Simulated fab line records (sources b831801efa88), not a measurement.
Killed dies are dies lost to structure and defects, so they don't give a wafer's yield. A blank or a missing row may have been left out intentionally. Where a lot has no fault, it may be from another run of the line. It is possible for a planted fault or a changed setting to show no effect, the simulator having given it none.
Which tool is to blame? :: flow gf180mcu :: 39 wafers from 13 lots sampled at 5 of the route's 602 steps

WHAT THE GAUGES READ, wafer by wafer
GF_V4_THK_MEAS_01. Usual: for V4_CVD_00_THK the level is 601 nm and the standard deviation is 7.7.
lot: L688
measured: day 22 23:29
on: film-metro-01
V4_CVD_00_THK (nm): 591 595 591
flag: 

lot: L689
measured: day 24 05:31
on: film-metro-01
V4_CVD_00_THK (nm): 607 602 608
flag: 

lot: L690
measured: day 24 20:47
on: film-metro-03
V4_CVD_00_THK (nm): 602 603 596
flag: 

lot: L692
measured: day 25 11:58
on: film-metro-01
V4_CVD_00_THK (nm): 606 607 607
flag: 

lot: L693
measured: day 25 22:31
on: film-metro-03
V4_CVD_00_THK (nm): 591 606 589
flag: 

lot: L694
measured: day 26 05:02
on: film-metro-01
V4_CVD_00_THK (nm): 295 303 304
flag: OFF

lot: L697
measured: day 26 17:25
on: film-metro-03
V4_CVD_00_THK (nm): 301 297 298
flag: OFF

lot: L704
measured: day 28 23:11
on: film-metro-03
V4_CVD_00_THK (nm): 606 610 609
flag: 

lot: L705
measured: day 29 01:01
on: film-metro-03
V4_CVD_00_THK (nm): 598 598 606
flag: 

lot: L706
measured: day 29 15:24
on: film-metro-04
V4_CVD_00_THK (nm): 604 601 591
flag: 

lot: L707
measured: day 29 16:53
on: film-metro-03
V4_CVD_00_THK (nm): 614 604 595
flag: 

lot: L710
measured: day 30 10:01
on: film-metro-01
V4_CVD_00_THK (nm): 593 588 603
flag: 

lot: L711
measured: day 30 15:09
on: film-metro-01
V4_CVD_00_THK (nm): 587 596 601
flag: 

TOOL THAT RAN EACH LOT (tool first, then ch and the chambers of the sampled wafers, then the start)
lot: L688
GF_M3_SPUTTER_02: pvd-sputter-01, day 19 19:19
GF_V3_CVD_23: cvd-w-02 ch 0,1, day 21 21:53
GF_M4_SPUTTER_02: pvd-sputter-03, day 21 22:37
GF_V4_CVD_00: hdpcvd-02 ch 0,1, day 22 23:25

lot: L689
GF_M3_SPUTTER_02: pvd-sputter-03, day 21 04:38
GF_V3_CVD_23: cvd-w-01 ch 0,1, day 23 05:43
GF_M4_SPUTTER_02: pvd-sputter-03, day 23 06:36
GF_V4_CVD_00: hdpcvd-02 ch 1,2, day 24 05:26

lot: L690
GF_M3_SPUTTER_02: pvd-sputter-03, day 21 20:07
GF_V3_CVD_23: cvd-w-02 ch 0,1, day 23 21:35
GF_M4_SPUTTER_02: pvd-sputter-03, day 23 22:19
GF_V4_CVD_00: hdpcvd-01 ch 0,1,2, day 24 20:43

lot: L692
GF_M3_SPUTTER_02: pvd-sputter-01, day 22 13:29
GF_V3_CVD_23: cvd-w-01 ch 0,1, day 24 12:43
GF_M4_SPUTTER_02: pvd-sputter-01, day 24 13:26
GF_V4_CVD_00: hdpcvd-02 ch 0,2, day 25 11:54

lot: L693
GF_M3_SPUTTER_02: pvd-sputter-01, day 23 00:36
GF_V3_CVD_23: cvd-w-02 ch 0,1, day 24 23:34
GF_M4_SPUTTER_02: pvd-sputter-03, day 25 00:17
GF_V4_CVD_00: hdpcvd-01 ch 0,1, day 25 22:26

lot: L694
GF_M3_SPUTTER_02: pvd-sputter-01, day 23 07:13
GF_V3_CVD_23: cvd-w-02 ch 0,1, day 25 06:04
GF_M4_SPUTTER_02: pvd-sputter-01, day 25 07:02
GF_V4_CVD_00: hdpcvd-01 ch 0,1,2, day 26 04:58

lot: L697
GF_M3_SPUTTER_02: pvd-sputter-03, day 23 21:56
GF_V3_CVD_23: cvd-w-01 ch 0, day 25 18:44
GF_M4_SPUTTER_02: pvd-sputter-03, day 25 19:28
GF_V4_CVD_00: hdpcvd-01 ch 1,2, day 26 17:20

lot: L704
GF_M3_SPUTTER_02: pvd-sputter-02, day 26 06:49
GF_V3_CVD_23: cvd-w-02 ch 0,1, day 28 02:05
GF_M4_SPUTTER_02: pvd-sputter-04, day 28 02:49
GF_V4_CVD_00: hdpcvd-02 ch 0,1,2, day 28 23:07

lot: L705
GF_M3_SPUTTER_02: pvd-sputter-02, day 26 09:46
GF_V3_CVD_23: cvd-w-01 ch 0,1, day 28 03:59
GF_M4_SPUTTER_02: pvd-sputter-01, day 28 04:43
GF_V4_CVD_00: hdpcvd-01 ch 0,1,2, day 29 00:56

lot: L706
GF_M3_SPUTTER_02: pvd-sputter-02, day 27 02:29
GF_V3_CVD_23: cvd-w-02 ch 0,1, day 28 19:11
GF_M4_SPUTTER_02: pvd-sputter-04, day 28 19:52
GF_V4_CVD_00: hdpcvd-01 ch 0,1,2, day 29 15:20

lot: L707
GF_M3_SPUTTER_02: pvd-sputter-01, day 27 02:48
GF_V3_CVD_23: cvd-w-02 ch 0,1, day 28 20:05
GF_M4_SPUTTER_02: pvd-sputter-04, day 28 20:49
GF_V4_CVD_00: hdpcvd-01 ch 0,1,2, day 29 16:49

lot: L710
GF_M3_SPUTTER_02: pvd-sputter-01, day 27 20:06
GF_V3_CVD_23: cvd-w-01 ch 0,1, day 29 13:04
GF_M4_SPUTTER_02: pvd-sputter-04, day 29 13:47
GF_V4_CVD_00: hdpcvd-01 ch 0,1,2, day 30 09:56

lot: L711
GF_M3_SPUTTER_02: pvd-sputter-03, day 28 01:26
GF_V3_CVD_23: cvd-w-02 ch 1, day 29 18:41
GF_M4_SPUTTER_02: pvd-sputter-01, day 29 19:25
GF_V4_CVD_00: hdpcvd-01 ch 0,2, day 30 15:05
- GF_M3_SPUTTER_02: material AlCu, target thk 450 nm, time 23.9 s.
- GF_V3_CVD_23: deposits W, target thk 350 nm, time 104.9 s.
- GF_M4_SPUTTER_02: material AlCu, target thk 450 nm, time 23.9 s.
- GF_V4_CVD_00: deposits SiO2, target thk 600 nm, time 100 s.

WHAT THE TOOLS THEMSELVES READ (means of the sampled wafers that have a number; where no wafer has one, the mark that the record gives instead)
GF_M3_SPUTTER_02. Usual: throttle-valve-pct reads 29.8 % (standard deviation 0.95).
lot: L688
tool: pvd-sputter-01
throttle-valve-pct (%): 29.8
flag: 

lot: L689
tool: pvd-sputter-03
throttle-valve-pct (%): 28.8
flag: 

lot: L690
tool: pvd-sputter-03
throttle-valve-pct (%): 29.2
flag: 

lot: L692
tool: pvd-sputter-01
throttle-valve-pct (%): 29.3
flag: 

lot: L693
tool: pvd-sputter-01
throttle-valve-pct (%): 29.2
flag: 

lot: L694
tool: pvd-sputter-01
throttle-valve-pct (%): 29.9
flag: 

lot: L697
tool: pvd-sputter-03
throttle-valve-pct (%): 29.1
flag: 

lot: L704
tool: pvd-sputter-02
throttle-valve-pct (%): 31.8
flag: 

lot: L705
tool: pvd-sputter-02
throttle-valve-pct (%): 30.1
flag: 

lot: L706
tool: pvd-sputter-02
throttle-valve-pct (%): 30.7
flag: 

lot: L707
tool: pvd-sputter-01
throttle-valve-pct (%): 29.1
flag: 

lot: L710
tool: pvd-sputter-01
throttle-valve-pct (%): 29.3
flag: 

lot: L711
tool: pvd-sputter-03
throttle-valve-pct (%): 30.2
flag: 

GF_V3_CVD_23. Usual: heater-power-w reads 814 W (standard deviation 98).
lot: L688
tool: cvd-w-02
heater-power-w (W): 721
flag: 

lot: L689
tool: cvd-w-01
heater-power-w (W): 932
flag: 

lot: L690
tool: cvd-w-02
heater-power-w (W): 724
flag: 

lot: L692
tool: cvd-w-01
heater-power-w (W): 903
flag: 

lot: L693
tool: cvd-w-02
heater-power-w (W): 733
flag: 

lot: L694
tool: cvd-w-02
heater-power-w (W): 759
flag: 

lot: L697
tool: cvd-w-01
heater-power-w (W): 963
flag: 

lot: L704
tool: cvd-w-02
heater-power-w (W): 723
flag: 

lot: L705
tool: cvd-w-01
heater-power-w (W): 929
flag: 

lot: L706
tool: cvd-w-02
heater-power-w (W): 727
flag: 

lot: L707
tool: cvd-w-02
heater-power-w (W): 726
flag: 

lot: L710
tool: cvd-w-01
heater-power-w (W): 901
flag: 

lot: L711
tool: cvd-w-02
heater-power-w (W): 786
flag: 

GF_M4_SPUTTER_02. Usual: throttle-valve-pct reads 29.7 % (standard deviation 0.83).
lot: L688
tool: pvd-sputter-03
throttle-valve-pct (%): 28.5
flag: 

lot: L689
tool: pvd-sputter-03
throttle-valve-pct (%): 29.2
flag: 

lot: L690
tool: pvd-sputter-03
throttle-valve-pct (%): 28.7
flag: 

lot: L692
tool: pvd-sputter-01
throttle-valve-pct (%): 29.8
flag: 

lot: L693
tool: pvd-sputter-03
throttle-valve-pct (%): 29.1
flag: 

lot: L694
tool: pvd-sputter-01
throttle-valve-pct (%): 29.8
flag: 

lot: L697
tool: pvd-sputter-03
throttle-valve-pct (%): 29.3
flag: 

lot: L704
tool: pvd-sputter-04
throttle-valve-pct (%): 30.3
flag: 

lot: L705
tool: pvd-sputter-01
throttle-valve-pct (%): 29.6
flag: 

lot: L706
tool: pvd-sputter-04
throttle-valve-pct (%): 30.0
flag: 

lot: L707
tool: pvd-sputter-04
throttle-valve-pct (%): 30.4
flag: 

lot: L710
tool: pvd-sputter-04
throttle-valve-pct (%): 29.8
flag: 

lot: L711
tool: pvd-sputter-01
throttle-valve-pct (%): 29.4
flag: 

GF_V4_CVD_00. Usual: sih4-flow-sccm reads 59.99 sccm (standard deviation 0.18).
lot: L688
tool: hdpcvd-02
sih4-flow-sccm (sccm): 59.98
flag: 

lot: L689
tool: hdpcvd-02
sih4-flow-sccm (sccm): 60.09
flag: 

lot: L690
tool: hdpcvd-01
sih4-flow-sccm (sccm): 60.02
flag: 

lot: L692
tool: hdpcvd-02
sih4-flow-sccm (sccm): 59.98
flag: 

lot: L693
tool: hdpcvd-01
sih4-flow-sccm (sccm): 60.22
flag: 

lot: L694
tool: hdpcvd-01
sih4-flow-sccm (sccm): 29.85
flag: OFF

lot: L697
tool: hdpcvd-01
sih4-flow-sccm (sccm): 29.92
flag: OFF

lot: L704
tool: hdpcvd-02
sih4-flow-sccm (sccm): 59.88
flag: 

lot: L705
tool: hdpcvd-01
sih4-flow-sccm (sccm): 59.93
flag: 

lot: L706
tool: hdpcvd-01
sih4-flow-sccm (sccm): 59.92
flag: 

lot: L707
tool: hdpcvd-01
sih4-flow-sccm (sccm): 60.15
flag: 

lot: L710
tool: hdpcvd-01
sih4-flow-sccm (sccm): 59.89
flag: 

lot: L711
tool: hdpcvd-01
sih4-flow-sccm (sccm): 59.85
flag: 

THE ANSWER, worked out from the rows above alone
Rule: take the mean of a lot's wafers that have a number; if it is more than 3 standard deviations from the usual mean, the lot is off. A lot without any number at a reading at which 4 lots or more have one is off too. Any other lot the step has rows for is counted as sound. After the gauges, taken in route order, come the tools' own readings; for these a lot's mean is taken, as printed above. The first step at which some lot is off is used, and at that step the reading that is off furthest; a lot without a number counts as furthest.
Off: L694, L697, seen at GF_V4_THK_MEAS_01 (V4_CVD_00_THK).
If a tool, at a process step before that reading, ran all the lots that are off and no sound lot after the first of them, it fits. The gauges at GF_V4_THK_MEAS_01 aren't tried: what is off there is off at GF_V4_CVD_00 too, on other tools, and a gauge's error can't cause that. Of those tried, none fits.

WHAT WAS PUT IN BY THE SIMULATOR
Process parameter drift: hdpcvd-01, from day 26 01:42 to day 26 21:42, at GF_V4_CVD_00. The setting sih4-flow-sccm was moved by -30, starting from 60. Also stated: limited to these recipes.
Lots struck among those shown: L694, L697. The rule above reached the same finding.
